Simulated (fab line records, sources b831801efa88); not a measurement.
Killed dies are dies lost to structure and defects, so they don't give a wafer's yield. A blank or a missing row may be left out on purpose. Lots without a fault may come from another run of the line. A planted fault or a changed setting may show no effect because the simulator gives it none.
Which tool did it? | flow gf180mcu | 13 lots, 39 wafers sampled, at 4 steps of a route of 602

WHAT THE GAUGES READ, wafer by wafer
GF_CONTACT_THK_MEAS_03. Usual: CONTACT_CVD_02_THK 860 nm, standard deviation 13.
lot  | measured     | on            | CONTACT_CVD_02_THK (nm) | flag
L452 | day 15 07:01 | film_metro-02 | 842 862 869             |
L453 | day 15 19:11 | film_metro-01 | 884 867 883             |
L454 | day 16 04:55 | film_metro-01 | 847 868 847             |
L455 | day 16 17:49 | film_metro-03 | 864 878 884             |
L456 | day 17 01:41 | film_metro-01 | 841 850 863             |
L457 | day 17 16:16 | film_metro-03 | 860 849 879             |
L462 | day 19 11:10 | film_metro-01 | 859 872 874             |
L465 | day 20 07:20 | film_metro-01 | 875 865 884             |
L467 | day 21 05:08 | film_metro-02 | 849 885 858             |
L469 | day 21 14:37 | film_metro-02 | 851 863 843             |
L470 | day 21 21:44 | film_metro-01 | 846 860 876             |
L471 | day 22 15:55 | film_metro-01 | 841 850 861             |
L474 | day 23 08:41 | film_metro-03 | 849 852 863             |

GF_M3_RS_MEAS_05: measures by four-point-probe. Usual: M3_ALCU_RS 0.0698 ohm/sq, standard deviation 0.00077.
lot  | measured     | on            | M3_ALCU_RS (ohm/sq)  | flag
L452 | day 20 13:42 | film_metro-04 | 0.0697 0.0701 0.0698 |
L453 | day 21 03:47 | film_metro-01 | 0.0706 0.0704 0.0708 |
L454 | day 21 11:30 | film_metro-04 | 0.0684 0.0695 0.0686 |
L455 | day 22 03:35 | film_metro-01 | 0.0698 0.0696 0.0693 |
L456 | day 22 10:09 | film_metro-01 | 0.0699 0.0691 0.0703 |
L457 | day 23 00:24 | film_metro-01 | 0.0690 0.0699 0.0695 |
L462 | day 24 16:51 | film_metro-01 | 0.0704 0.0696 0.0704 |
L465 | day 25 11:24 | film_metro-04 | 0.0706 0.0696 0.0688 |
L467 | day 26 08:13 | film_metro-04 | 0.0698 0.0706 0.0702 |
L469 | day 26 17:53 | film_metro-01 | 0.0697 0.0703 0.0701 |
L470 | day 26 19:44 | film_metro-03 | 0.0699 0.0706 0.0695 |
L471 | day 27 11:53 | film_metro-04 | 0.0699 0.0696 0.0704 |
L474 | day 28 05:15 | film_metro-01 | 0.0698 0.0721 0.0693 |

WHICH TOOL RAN EACH LOT (tool, then ch and the chambers of the sampled wafers, then the start)
lot  | GF_M2_SPUTTER_00             | GF_M2_STRIP_17
L452 | pvd_sputter-01, day 18 09:05 | plasma_asher-03 ch 0,1, day 19 10:45
L453 | pvd_sputter-01, day 19 00:04 | plasma_asher-03 ch 0,1, day 20 00:48
L454 | pvd_sputter-04, day 19 07:23 | plasma_asher-03 ch 0,1, day 20 07:57
L455 | pvd_sputter-03, day 19 23:49 | plasma_asher-03 ch 0,1, day 21 00:35
L456 | pvd_sputter-03, day 20 06:35 | plasma_asher-01 ch 0,1, day 21 07:38
L457 | pvd_sputter-03, day 20 22:01 | plasma_asher-04 ch 0,1, day 21 22:00
L462 | pvd_sputter-01, day 22 15:50 | plasma_asher-03 ch 0,1, day 23 15:03
L465 | pvd_sputter-04, day 23 11:16 | plasma_asher-03 ch 0,1, day 24 10:29
L467 | pvd_sputter-01, day 24 09:26 | plasma_asher-04 ch 0,1, day 25 07:53
L469 | pvd_sputter-01, day 24 19:19 | plasma_asher-01 ch 0,1, day 25 17:04
L470 | pvd_sputter-04, day 24 22:41 | plasma_asher-03 ch 0,1, day 25 20:18
L471 | pvd_sputter-04, day 25 14:47 | plasma_asher-01 ch 1, day 26 12:35
L474 | pvd_sputter-01, day 26 08:22 | plasma_asher-03 ch 0,1, day 27 06:05
- GF_M2_SPUTTER_00: material Ti, target thk 37.5 nm, time 150 s.
- GF_M2_STRIP_17: strips in O2/N2.

WHAT THE TOOLS THEMSELVES READ (means of the sampled wafers that have a number; where no wafer has one, the mark that the record gives instead)
GF_M2_SPUTTER_00. Usual: throttle_valve_pct 30.1 %, standard deviation 1.4.
lot  | tool           | throttle_valve_pct (%) | flag
L452 | pvd_sputter-01 | 30.0                   |
L453 | pvd_sputter-01 | 29.2                   |
L454 | pvd_sputter-04 | 30.5                   |
L455 | pvd_sputter-03 | 29.9                   |
L456 | pvd_sputter-03 | 31.6                   |
L457 | pvd_sputter-03 | 31.0                   |
L462 | pvd_sputter-01 | 30.6                   |
L465 | pvd_sputter-04 | 29.2                   |
L467 | pvd_sputter-01 | 30.0                   |
L469 | pvd_sputter-01 | 29.3                   |
L470 | pvd_sputter-04 | 30.1                   |
L471 | pvd_sputter-04 | 29.0                   |
L474 | pvd_sputter-01 | 30.2                   |

GF_M2_STRIP_17. Usual: chamber_pressure_mTorr 1499.8 mTorr, standard deviation 1.4; drypump_motor_current_A 6.0 A, standard deviation 0.48; heater_power_w 341 W, standard deviation 30; oes_product_au 0.535 a.u., standard deviation 0.0054; strip_time_to_endpoint_s 7.33 s, standard deviation 0.059.
lot  | tool            | chamber_pressure_mTorr (mTorr) | drypump_motor_current_A (A) | heater_power_w (W) | oes_product_au (a.u.) | strip_time_to_endpoint_s (s) | flag
L452 | plasma_asher-03 | 1501.3                         | 6.3                         | 315                | 0.528                 | 7.28                         |
L453 | plasma_asher-03 | 1498.9                         | 6.0                         | 342                | 0.533                 | 7.40                         |
L454 | plasma_asher-03 | -                              | -                           | -                  | -                     | -                            | OFF
L455 | plasma_asher-03 | -                              | -                           | -                  | -                     | -                            | OFF
L456 | plasma_asher-01 | 1499.5                         | 5.7                         | 339                | 0.533                 | 7.33                         |
L457 | plasma_asher-04 | 1501.6                         | 6.1                         | 334                | 0.533                 | 7.23                         |
L462 | plasma_asher-03 | 1499.7                         | 6.3                         | 315                | 0.535                 | 7.27                         |
L465 | plasma_asher-03 | 1498.7                         | 6.0                         | 343                | 0.533                 | 7.29                         |
L467 | plasma_asher-04 | 1500.8                         | 5.9                         | 344                | 0.535                 | 7.33                         |
L469 | plasma_asher-01 | 1499.4                         | 6.1                         | 351                | 0.535                 | 7.29                         |
L470 | plasma_asher-03 | 1500.9                         | 6.0                         | 345                | 0.534                 | 7.29                         |
L471 | plasma_asher-01 | 1499.1                         | 6.5                         | 369                | 0.529                 | 7.28                         |
L474 | plasma_asher-03 | 1499.3                         | 6.0                         | 340                | 0.538                 | 7.29                         |

THE ANSWER, worked out from the rows above alone
Rule: a lot is off if the mean of its wafers that have a number lies more than 3 standard deviations from the usual mean. A lot without any number at a reading at which 4 lots or more have one is off too. The other lots that the step has rows for count as sound. The gauges are gone through in route order, then the tools' own readings, and for those a lot's mean is taken as printed above. The first step at which some lot is off is used, and at that step the reading that is off furthest; a lot without a number counts as furthest.
Off: L454, L455, at GF_M2_STRIP_17 (chamber_pressure_mTorr). Without a number there: L454, L455.
A tool fits if, at that step or a process step before it, it ran every lot that is off, and no sound lot after the first of them. None of those tried fits.

WHAT THE SIMULATOR HAD PUT IN
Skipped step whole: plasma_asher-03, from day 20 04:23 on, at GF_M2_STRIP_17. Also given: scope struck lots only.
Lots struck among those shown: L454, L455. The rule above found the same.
